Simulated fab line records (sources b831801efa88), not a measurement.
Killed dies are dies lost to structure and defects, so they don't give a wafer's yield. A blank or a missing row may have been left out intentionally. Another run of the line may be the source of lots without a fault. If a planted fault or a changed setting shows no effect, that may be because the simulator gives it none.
Which tool was responsible?    flow gf180mcu    39 wafers from 13 lots sampled at 4 of the route's 602 steps

== WHAT THE GAUGES READ, wafer by wafer ==
GF_VT_IMPLANT_RS_MEAS_48: uses a four-point probe to measure.
lot   measured      on            LVPWELL_RS (ohm/sq)
L956  day 8 04:13   filmMetro-02  1196.0 1196.8 1198.5
L957  day 8 05:09   filmMetro-03  1198.1 1196.4 1196.3
L960  day 9 12:31   filmMetro-01  1198.0 1196.6 1194.0
L962  day 9 17:00   filmMetro-02  1199.0 1199.3 1197.5
L963  day 9 20:09   filmMetro-02  1200.1 1198.1 1197.9
L965  day 10 12:38  filmMetro-03  1194.7 1195.3 1196.0
L966  day 10 14:25  filmMetro-01  1199.7 1199.5 1200.1
L967  day 10 20:11  filmMetro-02  1196.6 1196.3 1197.2
L968  day 10 23:55  filmMetro-01  1202.4 1195.7 1200.6
L973  day 12 11:50  filmMetro-01  1148.8 1151.0 1150.9
L975  day 13 09:26  filmMetro-03  1152.2 1151.3 1149.5
L976  day 13 21:10  filmMetro-03  1195.4 1196.8 1197.4
L978  day 14 02:55  filmMetro-03  1191.0 1191.8 1191.9

GF_CONTACT_THK_MEAS_01.
lot   measured      on            CONTACT_CVD_00_THK (nm)
L956  day 15 15:17  filmMetro-03  299 303 295
L957  day 15 15:52  filmMetro-03  302 303 306
L960  day 17 13:18  filmMetro-01  304 301 307
L962  day 17 18:21  filmMetro-02  297 296 299
L963  day 17 22:34  filmMetro-02  297 296 297
L965  day 19 02:02  filmMetro-03  301 299 299
L966  day 18 23:53  filmMetro-01  296 301 298
L967  day 19 08:37  filmMetro-01  296 297 295
L968  day 19 11:26  filmMetro-02  300 297 295
L973  day 21 23:10  filmMetro-01  304 307 298
L975  day 22 21:22  filmMetro-02  304 301 300
L976  day 23 03:12  filmMetro-03  299 298 300
L978  day 23 12:53  filmMetro-02  293 298 297

== WHICH TOOL RAN EACH LOT (tool, then ch and the chambers of the sampled wafers, then the start) ==
lot   GF_STI_ETCH_14                  GF_LVPWELL_IMPLANT_08
L956  rieSi-01 ch 0,1,3, day 2 06:22  implanter-04 ch 0, day 4 09:15
L957  rieSi-02 ch 0,2, day 2 11:49    implanter-01 ch 0, day 4 10:23
L960  rieSi-01 ch 0,1,2, day 3 06:05  implanter-01 ch 0, day 5 14:13
L962  rieSi-02 ch 0,1,3, day 3 13:35  implanter-01 ch 0, day 5 17:52
L963  rieSi-01 ch 0,2,3, day 3 19:11  implanter-04 ch 0, day 5 20:28
L965  rieSi-01 ch 0,1,3, day 4 10:56  implanter-04 ch 0, day 6 09:34
L966  rieSi-02 ch 1,2,3, day 4 11:10  implanter-01 ch 0, day 6 10:46
L967  rieSi-02 ch 0,1,2, day 4 17:02  implanter-03 ch 0, day 6 15:58
L968  rieSi-01 ch 0,1,2, day 4 19:47  implanter-01 ch 0, day 6 19:16
L973  rieSi-01 ch 0,2, day 5 21:35    implanter-04 ch 0, day 8 00:11
L975  rieSi-02 ch 0,1,2, day 6 10:05  implanter-04 ch 0, day 8 19:38
L976  rieSi-02 ch 0,1,3, day 6 15:14  implanter-01 ch 0, day 9 05:13
L978  rieSi-01 ch 1,2,3, day 6 23:49  implanter-01 ch 0, day 9 09:28
- GF_STI_ETCH_14: etches Si in HBr/Cl2/O2, target depth 360 nm, time 102.9 s.
- GF_LVPWELL_IMPLANT_08

== WHAT THE TOOLS THEMSELVES READ (means of the sampled wafers that have a number; where no wafer has one, the mark that the record gives instead) ==
GF_STI_ETCH_14.
lot   tool      biasW (W)  drypumpMotorCurrentA (A)  oesProductAu (a.u.)  throttleValvePct (%)
L956  rieSi-01  150.4      5.8                       0.995                25.662
L957  rieSi-02  150.0      5.6                       1.004                25.657
L960  rieSi-01  149.8      6.2                       1.001                25.664
L962  rieSi-02  149.6      5.5                       0.988                25.672
L963  rieSi-01  150.1      5.9                       0.989                25.662
L965  rieSi-01  149.9      5.8                       0.995                25.663
L966  rieSi-02  149.6      5.5                       1.008                25.648
L967  rieSi-02  150.0      5.4                       0.993                25.661
L968  rieSi-01  149.6      6.2                       0.990                25.663
L973  rieSi-01  150.1      6.2                       1.002                25.657
L975  rieSi-02  150.0      5.4                       0.991                25.660
L976  rieSi-02  149.4      5.5                       0.990                25.659
L978  rieSi-01  150.3      5.8                       0.999                25.667

GF_LVPWELL_IMPLANT_08.
lot   tool          beamEnergyKeV  tiltDeg (degrees)
L956  implanter-04  169.95         -0.007
L957  implanter-01  170.01         0.017
L960  implanter-01  170.02         -0.028
L962  implanter-01  170.09         -0.002
L963  implanter-04  170.03         -0.006
L965  implanter-04  170.05         0.020
L966  implanter-01  169.94         0.021
L967  implanter-03  170.00         0.027
L968  implanter-01  170.05         0.016
L973  implanter-04  208.14         -0.017
L975  implanter-04  208.14         0.006
L976  implanter-01  170.03         -0.001
L978  implanter-01  170.05         0.001

== THE ANSWER, worked out from the rows above alone ==
Rule: the lots themselves supply what counts as usual. Put in order of their means at a reading, lots are off if they are a third of the lots or fewer, leave a main group of 4 or more, and stand apart from it by a gap of 3 or more times the standard deviation of the main group's means; of several such gaps the widest counts. If all means in a main group match to the digits the tables above print for the reading, that group is not used. A lot without any number at a reading at which 4 lots or more have one is off too. The other lots that the step has rows for count as sound. Order of review: gauges by route order, followed by the tools' own readings, for which a lot's mean as printed above is used. The first step at which some lot is off is used, and at that step the reading that is off furthest; a lot without a number counts as furthest.
Off: L973, L975, at GF_VT_IMPLANT_RS_MEAS_48 (LVPWELL_RS). Mean 1197.0 ohm/sq and standard deviation 2.2 in the main group.
If a tool, at a process step before that reading, ran all the lots that are off and no sound lot after the first of them, it fits. Not tried: the gauges at GF_VT_IMPLANT_RS_MEAS_48; whatever is off there is also off at GF_LVPWELL_IMPLANT_08, on other tools, and gauge error can't account for it. One fits: GF_LVPWELL_IMPLANT_08 on implanter-04. A fault onset in the window from L965 (day 6 09:34, its last sound lot) to L973 (day 8 00:11, its first lot off) fits.
The tool's own readings at GF_LVPWELL_IMPLANT_08 bear it out: on the lots that are off they differ by more than 5 times the standard deviation of the sound lots' means. beamEnergyKeV reads 208.14 there against 170.02 on the sound lots.

== WHAT THE SIMULATOR PUT IN ==
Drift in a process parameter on implanter-04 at GF_LVPWELL_IMPLANT_08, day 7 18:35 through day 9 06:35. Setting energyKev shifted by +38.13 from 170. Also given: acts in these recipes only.
Shown lots that were struck: L973, L975. The rule above found the same.
